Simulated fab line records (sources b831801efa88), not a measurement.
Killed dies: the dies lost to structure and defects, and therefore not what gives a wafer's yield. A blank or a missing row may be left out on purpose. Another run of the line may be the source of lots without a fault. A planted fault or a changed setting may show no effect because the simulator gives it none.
fab line records	flow gf180mcu
record: lots: 24	wafers: 72	lastDay: 34
route steps=602 shown V3@430 M4@457 V4@477 V5@558
lots that met no fault: taken from a fault-free run of the same line
startH: hours from the record's opening day to when the first of the lot's shown wafers began	waitH: how many hours have passed since the lot's step before this one	" the same as in the row above	L1.1+2: a single row standing in for several wafers	- no value, or no start was given	* or withheld: withheld	< > ~ a bound
route shown NAME@n: NAME is a module with steps in the file, n the number in the route of the first one	usual: mean/standard deviation of fault-free wafers	same: alike in all rows	chamber/n: place in a boat	sites: readings site by site	_std_site: the standard deviation of these	_edge_site: outer sites' mean less inner sites'	radiusMm: how far each site lies from the wafer's centre	mask NAME#n: copy n	behind: tool/chamber where the wafer was last shaped	hold: reason for holding the lot/hours on hold/outcome of the hold	device: whichever transistor did not switch (one of n, p or np)	end of line: the tests these same wafers got at the end of their route	a step with no rows: only its recipe	killed: not the wafer's yield, but the dies lost to structure and defects at the first sort	map: the dies of a wafer, with x for killed, . for not killed, _ for no die there
set.NAME: the setting the step ran with; set.NAME@STEP: the setting that earlier step ran with	model.NAME: the simulator's own value behind a step, which no gauge read
route steps across a sampled set of lots; one table per step, one row per wafer
services: from which hour (startH, from the record's first day; less than 0 if before it) a tool's chamber was out of use, for how many hours, and why
== steps ==
step: GF_V3_THK_MEAS_01
recipe: reads: SiO2_of_V3_CVD_00
usual: V3_CVD_00_THK: 599/8.2
lot.wafer	tool	chamber	startH	waitH	V3_CVD_00_THK[nm]
L074.2	filmMetro-02	-	484.26	0.0	615
L074.3	"	-	"	"	589
L074.6	"	-	"	"	594
L075.1	filmMetro-03	-	489.57	0.0	599
L075.4	"	-	"	"	622
L075.6	"	-	"	"	601
L076.1	filmMetro-04	-	505.90	0.0	586
L076.4	"	-	"	"	592
L076.5	"	-	"	"	586
L077.1	filmMetro-03	-	519.05	0.0	617
L077.3	"	-	"	"	593
L077.5	"	-	"	"	602
L078.2	filmMetro-02	-	524.74	0.0	607
L078.3	"	-	"	"	596
L078.4	"	-	"	"	604
L079.1	filmMetro-02	-	532.80	0.0	586
L079.2	"	-	"	"	606
L079.5	"	-	"	"	589
L080.3	filmMetro-02	-	543.63	0.1	589
L080.4	"	-	"	"	591
L080.6	"	-	"	"	609
L081.4	filmMetro-03	-	553.13	0.0	614
L081.5	"	-	"	"	586
L081.6	"	-	"	"	596
L082.2	filmMetro-04	-	568.86	0.0	599
L082.3	"	-	"	"	592
L082.6	"	-	"	"	597
L083.1	filmMetro-03	-	589.46	0.0	590
L083.2	"	-	"	"	585
L083.5	"	-	"	"	591
L084.2	filmMetro-03	-	591.51	0.0	606
L084.5	"	-	"	"	597
L084.6	"	-	"	"	613
L086.3	filmMetro-02	-	597.92	0.1	595
L086.4	"	-	"	"	595
L086.5	"	-	"	"	589
L085.1	filmMetro-03	-	604.76	0.0	604
L085.4	"	-	"	"	606
L085.5	"	-	"	"	616
L087.1	filmMetro-03	-	612.46	0.0	587
L087.3	"	-	"	"	594
L087.5	"	-	"	"	595
L088.2	filmMetro-04	-	614.22	0.0	592
L088.4	"	-	"	"	609
L088.5	"	-	"	"	598
L089.1	filmMetro-03	-	619.01	0.0	597
L089.3	"	-	"	"	600
L089.4	"	-	"	"	599
L090.2	filmMetro-02	-	623.17	0.0	593
L090.3	"	-	"	"	593
L090.4	"	-	"	"	590
L091.2	filmMetro-04	-	627.42	0.0	599
L091.4	"	-	"	"	598
L091.5	"	-	"	"	605
L092.3	filmMetro-04	-	636.83	0.1	599
L092.4	"	-	"	"	592
L092.6	"	-	"	"	596
L093.1	filmMetro-04	-	643.50	0.0	609
L093.4	"	-	"	"	593
L093.6	"	-	"	"	592
L094.1	filmMetro-02	-	650.26	0.0	590
L094.3	"	-	"	"	603
L094.6	"	-	"	"	595
L095.1	filmMetro-03	-	658.63	0.0	603
L095.3	"	-	"	"	595
L095.6	"	-	"	"	603
L096.2	filmMetro-02	-	666.27	0.0	599
L096.4	"	-	"	"	596
L096.5	"	-	"	"	599
L097.3	filmMetro-04	-	671.21	0.1	591
L097.4	"	-	"	"	606
L097.5	"	-	"	"	594
step: GF_V3_BOW_MEAS_05
recipe: mode: bow
usual: V3_BOW: 117/8.5
lot.wafer	tool	chamber	startH	waitH	V3_BOW[um]
L074.2	filmMetro-02	-	484.76	0.3	126
L074.3	"	-	"	"	130
L074.6	"	-	"	"	121
L075.1	filmMetro-04	-	490.06	0.2	125
L075.4	"	-	"	"	127
L075.6	"	-	"	"	126
L076.1	filmMetro-04	-	506.39	0.1	111
L076.4	"	-	"	"	124
L076.5	"	-	"	"	123
L077.1	filmMetro-02	-	519.54	0.1	119
L077.3	"	-	"	"	115
L077.5	"	-	"	"	112
L078.2	filmMetro-02	-	525.23	0.2	119
L078.3	"	-	"	"	111
L078.4	"	-	"	"	120
L079.1	filmMetro-02	-	533.29	0.2	102
L079.2	"	-	"	"	130
L079.5	"	-	"	"	115
L080.3	filmMetro-03	-	544.14	0.3	107
L080.4	"	-	"	"	119
L080.6	"	-	"	"	121
L081.4	filmMetro-04	-	553.65	0.3	133
L081.5	"	-	"	"	124
L081.6	"	-	"	"	133
L082.2	filmMetro-02	-	569.36	0.1	115
L082.3	"	-	"	"	115
L082.6	"	-	"	"	110
L083.1	filmMetro-03	-	589.95	0.2	118
L083.2	"	-	"	"	117
L083.5	"	-	"	"	106
L084.2	filmMetro-02	-	592.01	0.1	110
L084.5	"	-	"	"	120
L084.6	"	-	"	"	129
L086.3	filmMetro-04	-	598.43	0.1	117
L086.4	"	-	"	"	124
L086.5	"	-	"	"	106
L085.1	filmMetro-03	-	605.25	0.1	107
L085.4	"	-	"	"	102
L085.5	"	-	"	"	119
L087.1	filmMetro-03	-	612.95	0.1	130
L087.3	"	-	"	"	132
L087.5	"	-	"	"	122
L088.2	filmMetro-04	-	614.71	0.2	102
L088.4	"	-	"	"	99
L088.5	"	-	"	"	123
L089.1	filmMetro-02	-	619.50	0.1	116
L089.3	"	-	"	"	112
L089.4	"	-	"	"	117
L090.2	filmMetro-04	-	623.67	0.2	99
L090.3	"	-	"	"	113
L090.4	"	-	"	"	113
L091.2	filmMetro-02	-	627.92	0.2	121
L091.4	"	-	"	"	121
L091.5	"	-	"	"	119
L092.3	filmMetro-04	-	637.34	0.2	112
L092.4	"	-	"	"	100
L092.6	"	-	"	"	103
L093.1	filmMetro-02	-	644.00	0.2	126
L093.4	"	-	"	"	109
L093.6	"	-	"	"	125
L094.1	filmMetro-02	-	650.75	0.1	118
L094.3	"	-	"	"	115
L094.6	"	-	"	"	125
L095.1	filmMetro-02	-	659.12	0.1	132
L095.3	"	-	"	"	120
L095.6	"	-	"	"	123
L096.2	filmMetro-02	-	666.77	0.3	112
L096.4	"	-	"	"	118
L096.5	"	-	"	"	120
L097.3	filmMetro-02	-	671.72	0.2	113
L097.4	"	-	"	"	109
L097.5	"	-	"	"	129
step: GF_M4_SPUTTER_01
recipe: material: TiN	targetThkNm: 30	powerW: 6500	timeS: 25	chamberPressurePa: 0.4
usual: throttleValvePct: 29.2/0.81
same: timeS: 25
lot.wafer	tool	chamber	startH	waitH	throttleValvePct
L074.2	pvdSputter-03	-	510.46	0.1	29.7
L074.3	"	-	"	"	29.2
L074.6	"	-	"	"	28.8
L075.1	pvdSputter-03	-	515.48	0.1	29.6
L075.4	"	-	"	"	28.9
L075.6	"	-	"	"	29.3
L076.1	pvdSputter-01	-	531.60	0.1	29.9
L076.4	"	-	"	"	29.6
L076.5	"	-	"	"	29.9
L077.1	pvdSputter-02	-	543.68	0.1	29.2
L077.3	"	-	"	"	30.3
L077.5	"	-	"	"	30.3
L078.2	pvdSputter-02	-	549.38	0.1	30.5
L078.3	"	-	"	"	28.4
L078.4	"	-	"	"	29.9
L079.1	pvdSputter-02	-	557.97	0.1	30.4
L079.2	"	-	"	"	29.2
L079.5	"	-	"	"	28.4
L080.3	pvdSputter-03	-	568.64	0.1	29.1
L080.4	"	-	"	"	29.3
L080.6	"	-	"	"	29.3
L081.4	pvdSputter-02	-	577.32	0.0	30.2
L081.5	"	-	"	"	28.4
L081.6	"	-	"	"	30.0
L082.2	pvdSputter-03	-	593.21	0.1	29.4
L082.3	"	-	"	"	28.9
L082.6	"	-	"	"	29.3
L083.1	pvdSputter-02	-	612.08	0.1	30.6
L083.2	"	-	"	"	28.3
L083.5	"	-	"	"	28.6
L084.2	pvdSputter-01	-	614.02	0.1	27.5
L084.5	"	-	"	"	27.6
L084.6	"	-	"	"	29.0
L086.3	pvdSputter-03	-	621.62	0.1	29.3
L086.4	"	-	"	"	29.5
L086.5	"	-	"	"	29.3
L085.1	pvdSputter-01	-	627.31	0.1	30.0
L085.4	"	-	"	"	27.5
L085.5	"	-	"	"	29.6
L087.1	pvdSputter-02	-	634.70	0.1	30.0
L087.3	"	-	"	"	28.7
L087.5	"	-	"	"	30.5
L088.2	pvdSputter-01	-	636.53	0.1	29.0
L088.4	"	-	"	"	27.3
L088.5	"	-	"	"	27.5
L089.1	pvdSputter-03	-	641.31	0.1	29.3
L089.3	"	-	"	"	29.3
L089.4	"	-	"	"	29.5
L090.2	pvdSputter-02	-	645.24	0.1	28.9
L090.3	"	-	"	"	29.8
L090.4	"	-	"	"	30.7
L091.2	pvdSputter-02	-	649.82	0.1	30.4
L091.4	"	-	"	"	28.1
L091.5	"	-	"	"	29.1
L092.3	pvdSputter-03	-	658.90	0.1	29.1
L092.4	"	-	"	"	29.1
L092.6	"	-	"	"	28.9
L093.1	pvdSputter-02	-	665.08	0.1	28.9
L093.4	"	-	"	"	30.6
L093.6	"	-	"	"	28.2
L094.1	pvdSputter-01	-	671.81	0.1	27.3
L094.3	"	-	"	"	28.9
L094.6	"	-	"	"	29.4
L095.1	pvdSputter-01	-	679.91	0.1	29.6
L095.3	"	-	"	"	27.0
L095.6	"	-	"	"	29.6
L096.2	pvdSputter-02	-	687.17	0.1	30.4
L096.4	"	-	"	"	28.3
L096.5	"	-	"	"	29.9
L097.3	pvdSputter-01	-	691.97	0.1	29.7
L097.4	"	-	"	"	29.9
L097.5	"	-	"	"	28.9
step: GF_M4_SPUTTER_02
recipe: material: AlCu	targetThkNm: 450	powerW: 10600	timeS: 23.9	chamberPressurePa: 0.4
usual: throttleValvePct: 29.2/0.81
same: timeS: 23.9
lot.wafer	tool	chamber	startH	waitH	throttleValvePct
L074.2	pvdSputter-03	-	510.49	0.0	29.5
L074.3	"	-	"	"	28.8
L074.6	"	-	"	"	29.4
L075.1	pvdSputter-03	-	515.51	0.0	29.6
L075.4	"	-	"	"	29.4
L075.6	"	-	"	"	29.5
L076.1	pvdSputter-01	-	531.63	0.0	29.5
L076.4	"	-	"	"	29.6
L076.5	"	-	"	"	29.8
L077.1	pvdSputter-02	-	543.71	0.0	29.0
L077.3	"	-	"	"	30.8
L077.5	"	-	"	"	30.7
L078.2	pvdSputter-02	-	549.41	0.0	30.4
L078.3	"	-	"	"	28.3
L078.4	"	-	"	"	30.0
L079.1	pvdSputter-02	-	558.00	0.0	30.1
L079.2	"	-	"	"	28.8
L079.5	"	-	"	"	28.4
L080.3	pvdSputter-03	-	568.67	0.0	29.0
L080.4	"	-	"	"	29.4
L080.6	"	-	"	"	29.5
L081.4	pvdSputter-02	-	577.35	0.0	30.7
L081.5	"	-	"	"	28.3
L081.6	"	-	"	"	30.3
L082.2	pvdSputter-03	-	593.24	0.0	29.4
L082.3	"	-	"	"	29.2
L082.6	"	-	"	"	29.3
L083.1	pvdSputter-02	-	612.12	0.0	30.7
L083.2	"	-	"	"	28.5
L083.5	"	-	"	"	28.2
L084.2	pvdSputter-01	-	614.05	0.0	27.4
L084.5	"	-	"	"	27.5
L084.6	"	-	"	"	29.0
L086.3	pvdSputter-03	-	621.65	0.0	29.4
L086.4	"	-	"	"	29.3
L086.5	"	-	"	"	29.2
L085.1	pvdSputter-01	-	627.34	0.0	29.9
L085.4	"	-	"	"	27.6
L085.5	"	-	"	"	29.8
L087.1	pvdSputter-02	-	634.73	0.0	30.0
L087.3	"	-	"	"	28.9
L087.5	"	-	"	"	30.4
L088.2	pvdSputter-01	-	636.56	0.0	28.7
L088.4	"	-	"	"	27.3
L088.5	"	-	"	"	27.2
L089.1	pvdSputter-03	-	641.34	0.0	29.3
L089.3	"	-	"	"	29.6
L089.4	"	-	"	"	29.2
L090.2	pvdSputter-02	-	645.27	0.0	29.0
L090.3	"	-	"	"	30.1
L090.4	"	-	"	"	30.6
L091.2	pvdSputter-02	-	649.85	0.0	30.4
L091.4	"	-	"	"	28.4
L091.5	"	-	"	"	29.2
L092.3	pvdSputter-03	-	658.93	0.0	28.8
L092.4	"	-	"	"	29.1
L092.6	"	-	"	"	28.9
L093.1	pvdSputter-02	-	665.11	0.0	29.0
L093.4	"	-	"	"	30.4
L093.6	"	-	"	"	28.4
L094.1	pvdSputter-01	-	671.84	0.0	27.9
L094.3	"	-	"	"	28.9
L094.6	"	-	"	"	29.5
L095.1	pvdSputter-01	-	679.94	0.0	29.7
L095.3	"	-	"	"	27.7
L095.6	"	-	"	"	29.4
L096.2	pvdSputter-02	-	687.20	0.0	30.5
L096.4	"	-	"	"	28.5
L096.5	"	-	"	"	30.1
L097.3	pvdSputter-01	-	692.00	0.0	29.2
L097.4	"	-	"	"	29.6
L097.5	"	-	"	"	28.9
step: GF_V4_THK_MEAS_01
recipe: reads: SiO2_of_V4_CVD_00
usual: V4_CVD_00_THK: 603/6.8
lot.wafer	tool	chamber	startH	waitH	V4_CVD_00_THK[nm]
L074.2	filmMetro-03	-	534.94	0.0	601
L074.3	"	-	"	"	609
L074.6	"	-	"	"	602
L075.1	filmMetro-03	-	539.36	0.0	598
L075.4	"	-	"	"	599
L075.6	"	-	"	"	610
L076.1	filmMetro-03	-	555.29	0.0	599
L076.4	"	-	"	"	599
L076.5	"	-	"	"	598
L077.1	filmMetro-01	-	567.39	0.0	598
L077.3	"	-	"	"	599
L077.5	"	-	"	"	605
L078.2	filmMetro-01	-	572.78	0.0	600
L078.3	"	-	"	"	603
L078.4	"	-	"	"	607
L079.1	filmMetro-01	-	580.83	0.0	603
L079.2	"	-	"	"	598
L079.5	"	-	"	"	602
L080.3	filmMetro-03	-	591.25	0.1	598
L080.4	"	-	"	"	613
L080.6	"	-	"	"	598
L081.4	filmMetro-03	-	599.10	0.0	604
L081.5	"	-	"	"	603
L081.6	"	-	"	"	602
L082.2	filmMetro-01	-	614.92	0.0	604
L082.3	"	-	"	"	608
L082.6	"	-	"	"	605
L083.1	filmMetro-04	-	633.15	0.0	611
L083.2	"	-	"	"	597
L083.5	"	-	"	"	607
L084.2	filmMetro-04	-	635.54	0.0	614
L084.5	"	-	"	"	603
L084.6	"	-	"	"	608
L086.3	filmMetro-01	-	642.05	0.1	589
L086.4	"	-	"	"	598
L086.5	"	-	"	"	602
L085.1	filmMetro-04	-	648.11	0.0	601
L085.4	"	-	"	"	588
L085.5	"	-	"	"	605
L087.1	filmMetro-01	-	655.74	0.0	614
L087.3	"	-	"	"	600
L087.5	"	-	"	"	608
L088.2	filmMetro-04	-	657.42	0.0	608
L088.4	"	-	"	"	610
L088.5	"	-	"	"	605
L089.1	filmMetro-03	-	662.16	0.0	592
L089.3	"	-	"	"	607
L089.4	"	-	"	"	609
L090.2	filmMetro-03	-	665.73	0.1	616
L090.3	"	-	"	"	602
L090.4	"	-	"	"	608
L091.2	filmMetro-04	-	669.91	0.0	603
L091.4	"	-	"	"	599
L091.5	"	-	"	"	598
L092.3	filmMetro-03	-	679.44	0.1	608
L092.4	"	-	"	"	601
L092.6	"	-	"	"	603
L093.1	filmMetro-03	-	684.50	0.0	592
L093.4	"	-	"	"	598
L093.6	"	-	"	"	606
L094.1	filmMetro-04	-	691.74	0.1	607
L094.3	"	-	"	"	605
L094.6	"	-	"	"	605
L095.1	filmMetro-03	-	699.40	0.0	601
L095.3	"	-	"	"	611
L095.6	"	-	"	"	606
L096.2	filmMetro-01	-	706.14	0.0	597
L096.4	"	-	"	"	613
L096.5	"	-	"	"	587
L097.3	filmMetro-01	-	710.66	0.1	606
L097.4	"	-	"	"	612
L097.5	"	-	"	"	602
step: GF_V5_STRIP_18
recipe: chemistry: O2/N2	powerW: 1400	pressureMtorr: 1500	platenTempC: 250	o2FlowSccm: 3000	n2FlowSccm: 300	overashFraction: 0.5
usual: drypumpMotorCurrentA: 5.5/0.64	heaterPowerW: 365/34	oesProductAu: 0.570/0.0058	platenTempC: 250.01/0.19
lot.wafer	tool	chamber	startH	waitH	drypumpMotorCurrentA	heaterPowerW	oesProductAu	platenTempC	rfHoursCounterH
L074.2	plasmaAsher-02	0	625.87	-	6.7	327	0.568	250.05	19
L074.3	"	1	"	"	5.4	336	0.571	249.77	-
L074.6	"	0	"	"	6.7	322	0.569	250.10	-
L075.1	plasmaAsher-04	0	630.27	-	6.0	396	0.570	249.98	85
L075.4	"	1	"	"	5.2	408	0.566	249.87	-
L075.6	"	1	"	"	5.2	402	0.572	249.98	-
L076.1	plasmaAsher-03	1	642.47	-	4.9	317	0.573	250.07	101
L076.4	"	0	"	"	4.7	360	0.569	250.07	-
L076.5	"	0	"	"	4.7	362	0.569	250.06	-
L077.1	plasmaAsher-03	0	654.17	-	4.7	356	0.572	249.86	103
L077.3	"	0	"	"	4.7	366	0.572	249.81	-
L077.5	"	1	"	"	4.9	322	0.569	250.01	-
L078.2	plasmaAsher-04	1	660.22	-	5.2	405	0.570	249.97	88
L078.3	"	0	"	"	6.1	387	0.565	250.02	-
L078.4	"	1	"	"	5.2	396	0.568	250.03	-
L079.1	plasmaAsher-03	1	666.72	-	4.9	320	0.565	250.04	104
L079.2	"	0	"	"	4.7	355	0.580	250.11	104
L079.5	"	0	"	"	4.7	356	0.557	250.12	-
L080.3	plasmaAsher-04	1	675.70	-	5.2	409	0.570	250.31	-
L080.4	"	0	"	"	6.1	391	0.574	250.07	-
L080.6	"	1	"	"	5.2	407	0.576	250.07	-
L081.4	plasmaAsher-02	0	682.34	-	6.7	320	0.579	249.75	-
L081.5	"	1	"	"	5.4	336	0.569	250.12	-
L081.6	"	0	"	"	6.7	323	0.573	249.69	-
L082.2	plasmaAsher-04	1	697.27	-	5.2	406	0.568	250.23	92
L082.3	"	1	"	"	5.2	403	0.559	250.12	-
L082.6	"	0	"	"	6.0	389	0.560	250.02	-
L083.1	plasmaAsher-04	0	712.67	-	6.1	390	0.571	249.95	94
L083.2	"	1	"	"	5.2	401	0.573	250.19	94
L083.5	"	1	"	"	5.2	405	0.576	250.21	-
L084.2	plasmaAsher-02	0	716.15	-	6.7	327	0.567	250.47	31
L084.5	"	0	"	"	6.7	329	0.575	249.85	-
L084.6	"	1	"	"	5.4	342	0.565	249.84	-
L086.3	plasmaAsher-04	0	722.18	-	6.1	399	0.567	250.31	-
L086.4	"	1	"	"	5.2	404	0.563	250.11	-
L086.5	"	1	"	"	5.2	399	0.570	250.16	-
L085.1	plasmaAsher-04	0	727.82	-	6.1	384	0.569	249.95	96
L085.4	"	1	"	"	5.2	404	0.576	249.91	-
L085.5	"	1	"	"	5.1	404	0.577	249.91	-
L087.1	plasmaAsher-04	1	733.62	-	5.2	406	0.556	250.38	96
L087.3	"	1	"	"	5.1	403	0.579	250.05	-
L087.5	"	1	"	"	5.2	398	0.561	249.92	-
L088.2	plasmaAsher-02	1	736.22	-	5.4	343	0.571	250.00	33
L088.4	"	0	"	"	6.8	325	0.572	249.75	-
L088.5	"	0	"	"	6.8	329	0.572	249.86	-
L089.1	plasmaAsher-04	0	739.89	-	6.0	377	0.563	249.82	98
L089.3	"	1	"	"	5.2	404	0.558	249.86	-
L089.4	"	0	"	"	6.0	391	0.560	249.61	-
L090.2	plasmaAsher-04	0	743.27	-	6.1	390	0.566	249.93	98
L090.3	"	1	"	"	5.2	408	0.572	249.65	-
L090.4	"	0	"	"	6.1	379	0.578	249.82	-
L091.2	plasmaAsher-04	0	747.33	-	6.0	390	0.578	249.93	99
L091.4	"	0	"	"	6.0	390	0.570	249.97	-
L091.5	"	1	"	"	5.2	411	0.580	250.25	-
L092.3	plasmaAsher-02	0	754.51	-	6.7	317	0.571	250.10	-
L092.4	"	1	"	"	5.4	339	0.575	250.32	-
L092.6	"	0	"	"	6.7	334	0.571	249.90	-
L093.1	plasmaAsher-03	1	759.95	-	4.9	320	0.573	249.93	0
L093.4	"	0	"	"	4.7	349	0.570	250.19	-
L093.6	"	0	"	"	4.7	344	0.571	250.12	-
L094.1	plasmaAsher-02	0	766.25	-	6.8	320	0.576	249.89	38
L094.3	"	0	"	"	6.8	328	0.573	249.93	-
L094.6	"	0	"	"	6.8	329	0.560	250.30	-
L095.1	plasmaAsher-03	1	772.97	-	4.9	313	0.569	249.57	2
L095.3	"	1	"	"	4.9	316	0.570	249.91	-
L095.6	"	0	"	"	4.8	346	0.570	250.07	-
L096.2	plasmaAsher-04	1	778.37	-	5.1	414	0.575	249.83	102
L096.4	"	0	"	"	6.0	392	0.563	250.17	-
L096.5	"	0	"	"	6.0	381	0.565	250.06	-
L097.3	plasmaAsher-03	1	782.71	-	4.9	312	0.574	249.81	-
L097.4	"	0	"	"	4.7	336	0.571	249.96	-
L097.5	"	1	"	"	4.9	322	0.581	250.41	-
== services ==
tool	chamber	startH	hours	kind
pvdSputter-03	1	497.99	-	consumableReplace:kit
pvdSputter-03	1	497.99	18.0	scheduledDown
pvdSputter-03	1	497.99	18.0	ventCycle
plasmaAsher-04	-	508.57	4.5	repair
pvdSputter-03	-	521.86	11.9	repair
pvdSputter-01	2	537.60	-	consumableReplace:kit
pvdSputter-01	2	537.60	18.0	scheduledDown
pvdSputter-01	2	537.60	18.0	ventCycle
pvdSputter-02	0	572.02	-	consumableReplace:kit
pvdSputter-02	0	572.02	18.0	scheduledDown
pvdSputter-02	0	572.02	18.0	ventCycle
pvdSputter-02	-	597.95	0.5	repair
pvdSputter-03	0	621.74	-	consumableReplace:kit
pvdSputter-03	0	621.74	18.0	scheduledDown
pvdSputter-03	0	621.74	18.0	ventCycle
pvdSputter-03	-	687.63	9.2	repair
pvdSputter-02	3	695.97	-	consumableReplace:kit
pvdSputter-02	3	695.97	18.0	scheduledDown
pvdSputter-02	3	695.97	18.0	ventCycle
plasmaAsher-04	-	713.37	1.7	repair
plasmaAsher-02	-	722.03	2.3	repair
plasmaAsher-03	-	733.42	15.6	pm
plasmaAsher-03	-	749.02	9.0	pm
pvdSputter-02	-	775.26	0.8	repair
== key ==
fault none
